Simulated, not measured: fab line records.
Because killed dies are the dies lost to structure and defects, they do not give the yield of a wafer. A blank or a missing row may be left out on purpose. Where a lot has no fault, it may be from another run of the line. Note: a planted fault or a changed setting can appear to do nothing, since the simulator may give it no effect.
Which tool did it? + flow sfqLine + 16 lots, 48 wafers sampled, at 4 steps of a route of 325

## WHAT EACH GAUGE READ, for each wafer
SFQ_I4_OVL_MEAS_928. Usual: for I4_OVL the level is 4 nm and the standard deviation is 5.2.
| lot  | measured     | on         | I4_OVL (nm) | flag |
|------|--------------|------------|-------------|------|
| L493 | day 44 12:58 | overlay-01 | 10 6 4      |      |
| L494 | day 44 15:04 | overlay-02 | -11 0 -5    |      |
| L495 | day 44 16:48 | overlay-02 | 6 7 5       |      |
| L497 | day 44 21:40 | overlay-02 | 2 0 2       |      |
| L498 | day 51 22:54 | overlay-02 | 89 93 91    | OFF  |
| L499 | day 52 01:18 | overlay-01 | 88 86 85    | OFF  |
| L500 | day 52 04:51 | overlay-02 | 96 92 96    | OFF  |
| L501 | day 52 08:27 | overlay-02 | 101 99 97   | OFF  |
| L507 | day 53 07:50 | overlay-01 | 10 8 3      |      |
| L508 | day 53 16:50 | overlay-01 | 1 -4 -3     |      |
| L510 | day 57 15:07 | overlay-01 | -6 -7 3     |      |
| L511 | day 60 11:46 | overlay-02 | 8 1 4       |      |
| L512 | day 60 15:22 | overlay-02 | 2 3 3       |      |
| L513 | day 60 21:22 | overlay-02 | 2 1 3       |      |
| L514 | day 61 16:59 | overlay-01 | 9 8 9       |      |
| L515 | day 71 10:43 | overlay-02 | 5 4 7       |      |

## WHICH TOOL RAN EACH LOT (tool, then ch and the chambers of the sampled wafers, then the start)
| lot  | SFQ_TRILAYER_M3_STRIP_STRIP_079  | SFQ_TRILAYER_I3_VIA_ETCH_VIA_ETCH_088 | SFQ_TRILAYER_I4_VIA_LITHO_EXPOSE_104 |
|------|----------------------------------|---------------------------------------|--------------------------------------|
| L493 | rieMetal-03 ch 0,1, day 38 03:47 | rieDiel-02 ch 0,2,3, day 40 02:24     | krfScanner-02 ch 0, day 44 11:51     |
| L494 | rieMetal-03 ch 0,1, day 38 11:22 | rieDiel-02 ch 0,1, day 40 06:00       | krfScanner-02 ch 0, day 44 13:46     |
| L495 | rieMetal-02 ch 0,1, day 38 23:55 | rieDiel-04 ch 1,2,3, day 40 09:36     | krfScanner-02 ch 0, day 44 15:30     |
| L497 | rieMetal-04 ch 0, day 39 18:09   | rieDiel-03 ch 1,2, day 40 15:36       | krfScanner-02 ch 0, day 44 20:22     |
| L498 | rieMetal-02 ch 1, day 39 23:20   | rieDiel-02 ch 0,3, day 46 07:17       | krfScanner-02 ch 0, day 51 21:36     |
| L499 | rieMetal-03 ch 0,1, day 40 08:33 | rieDiel-04 ch 0,2,3, day 46 08:36     | krfScanner-02 ch 0, day 51 23:48     |
| L500 | rieMetal-02 ch 0, day 40 12:09   | rieDiel-02 ch 0,1, day 46 09:48       | krfScanner-02 ch 0, day 52 03:21     |
| L501 | rieMetal-04 ch 1, day 40 17:20   | rieDiel-03 ch 0,1, day 46 11:00       | krfScanner-02 ch 0, day 52 07:09     |
| L507 | rieMetal-03 ch 0,1, day 47 10:08 | rieDiel-02 ch 0,1,3, day 48 00:59     | krfScanner-01 ch 0, day 53 06:44     |
| L508 | rieMetal-04 ch 0,1, day 47 11:08 | rieDiel-04 ch 0,2,3, day 53 04:30     | krfScanner-01 ch 0, day 53 15:31     |
| L510 | rieMetal-04 ch 0,1, day 47 13:32 | rieDiel-03 ch 2,3, day 53 10:30       | krfScanner-01 ch 0, day 57 13:37     |
| L511 | rieMetal-04 ch 0,1, day 54 13:53 | rieDiel-02 ch 0,1,3, day 54 23:11     | krfScanner-01 ch 0, day 60 10:16     |
| L512 | rieMetal-03 ch 0,1, day 54 16:17 | rieDiel-03 ch 0,1,2, day 55 01:26     | krfScanner-01 ch 0, day 60 14:04     |
| L513 | rieMetal-04 ch 0,1, day 54 19:53 | rieDiel-03 ch 0,1,2, day 55 06:14     | krfScanner-01 ch 0, day 60 19:52     |
| L514 | rieMetal-02 ch 0,1, day 55 11:29 | rieDiel-03 ch 1,2, day 55 23:10       | krfScanner-01 ch 0, day 61 15:41     |
| L515 | rieMetal-02 ch 0,1, day 55 21:17 | rieDiel-04 ch 0,1, day 61 02:57       | krfScanner-01 ch 0, day 71 09:37     |
- SFQ_TRILAYER_M3_STRIP_STRIP_079: strips in O2.
- SFQ_TRILAYER_I3_VIA_ETCH_VIA_ETCH_088: etches SiO2 in CHF3, stops on Nb, target depth 260 nm.
- SFQ_TRILAYER_I4_VIA_LITHO_EXPOSE_104: exposes mask I4, target cd 700 nm.

## AS READ BY THE TOOLS THEMSELVES (means over the sampled wafers that have a number; for cases with no such wafer, the mark the record gives instead)
SFQ_TRILAYER_M3_STRIP_STRIP_079. Usual: drypumpMotorCurrentA 5.8 A, standard deviation 0.38; oesProductAu 0.999 a.u., standard deviation 0.0079.
| lot  | tool        | drypumpMotorCurrentA (A) | oesProductAu (a.u.) | flag |
|------|-------------|--------------------------|---------------------|------|
| L493 | rieMetal-03 | 5.9                      | 1.000               |      |
| L494 | rieMetal-03 | 5.9                      | 1.007               |      |
| L495 | rieMetal-02 | 5.9                      | 0.997               |      |
| L497 | rieMetal-04 | 5.9                      | 0.995               |      |
| L498 | rieMetal-02 | 6.5                      | 0.999               |      |
| L499 | rieMetal-03 | 5.8                      | 1.000               |      |
| L500 | rieMetal-02 | 5.6                      | 1.003               |      |
| L501 | rieMetal-04 | 5.4                      | 0.996               |      |
| L507 | rieMetal-03 | 5.8                      | 1.003               |      |
| L508 | rieMetal-04 | 5.6                      | 0.988               |      |
| L510 | rieMetal-04 | 5.6                      | 0.999               |      |
| L511 | rieMetal-04 | 5.6                      | 1.001               |      |
| L512 | rieMetal-03 | 5.8                      | 1.000               |      |
| L513 | rieMetal-04 | 5.5                      | 0.990               |      |
| L514 | rieMetal-02 | 6.2                      | 0.999               |      |
| L515 | rieMetal-02 | 5.9                      | 1.001               |      |

SFQ_TRILAYER_I3_VIA_ETCH_VIA_ETCH_088. Usual: drypumpMotorCurrentA 6.0 A, standard deviation 0.43; oesProductAu 0.854 a.u., standard deviation 0.0047.
| lot  | tool       | drypumpMotorCurrentA (A) | oesProductAu (a.u.) | flag |
|------|------------|--------------------------|---------------------|------|
| L493 | rieDiel-02 | 5.7                      | 0.860               |      |
| L494 | rieDiel-02 | 5.7                      | 0.854               |      |
| L495 | rieDiel-04 | 6.1                      | 0.853               |      |
| L497 | rieDiel-03 | 6.3                      | 0.855               |      |
| L498 | rieDiel-02 | 5.3                      | 0.854               |      |
| L499 | rieDiel-04 | 6.0                      | 0.853               |      |
| L500 | rieDiel-02 | 5.7                      | 0.855               |      |
| L501 | rieDiel-03 | 6.3                      | 0.859               |      |
| L507 | rieDiel-02 | 5.4                      | 0.857               |      |
| L508 | rieDiel-04 | 6.0                      | 0.854               |      |
| L510 | rieDiel-03 | 6.3                      | 0.853               |      |
| L511 | rieDiel-02 | 5.4                      | 0.853               |      |
| L512 | rieDiel-03 | 6.4                      | 0.854               |      |
| L513 | rieDiel-03 | 6.4                      | 0.855               |      |
| L514 | rieDiel-03 | 6.2                      | 0.848               |      |
| L515 | rieDiel-04 | 6.0                      | 0.859               |      |

SFQ_TRILAYER_I4_VIA_LITHO_EXPOSE_104. Usual: 21.298 for exposureDoseMJCm2, sd 0.019.
| lot  | tool          | exposureDoseMJCm2 | flag |
|------|---------------|-------------------|------|
| L493 | krfScanner-02 | 21.287            |      |
| L494 | krfScanner-02 | 21.276            |      |
| L495 | krfScanner-02 | 21.286            |      |
| L497 | krfScanner-02 | 21.317            |      |
| L498 | krfScanner-02 | 21.308            |      |
| L499 | krfScanner-02 | 21.284            |      |
| L500 | krfScanner-02 | 21.310            |      |
| L501 | krfScanner-02 | 21.299            |      |
| L507 | krfScanner-01 | 21.293            |      |
| L508 | krfScanner-01 | 21.306            |      |
| L510 | krfScanner-01 | 21.312            |      |
| L511 | krfScanner-01 | 21.298            |      |
| L512 | krfScanner-01 | 21.285            |      |
| L513 | krfScanner-01 | 21.305            |      |
| L514 | krfScanner-01 | 21.291            |      |
| L515 | krfScanner-01 | 21.278            |      |

## THE ANSWER, worked out from the rows above alone
Rule: lot off if the mean of its wafers having a number is beyond 3 standard deviations from the usual mean. Also off: a lot with no number at a reading for which 4 or more lots have one. Any other lot the step has rows for is counted as sound. First the gauges in route order, then the tools' own readings, where a lot's mean is used as printed above. At the first step where some lot is off, the reading lying furthest off is the one used; lots without a number count as furthest.
Off: L498, L499, L500, L501, at SFQ_I4_OVL_MEAS_928 (I4_OVL).
If a tool, at a process step before that reading, ran all the lots that are off and no sound lot after the first of them, it fits. The gauges at SFQ_I4_OVL_MEAS_928 are tried like those tools. One fits: krfScanner-02 at SFQ_TRILAYER_I4_VIA_LITHO_EXPOSE_104. A fault onset in the window from L497 (day 44 20:22, its last sound lot) to L498 (day 51 21:36, its first lot off) fits.

## WHAT WAS PUT IN BY THE SIMULATOR
Scanner matching overlay: krfScanner-02, from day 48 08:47 on, at SFQ_TRILAYER_I4_VIA_LITHO_EXPOSE_104. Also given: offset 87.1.
Shown lots that were struck: L498, L499, L500, L501. This agrees with what the rule above found.
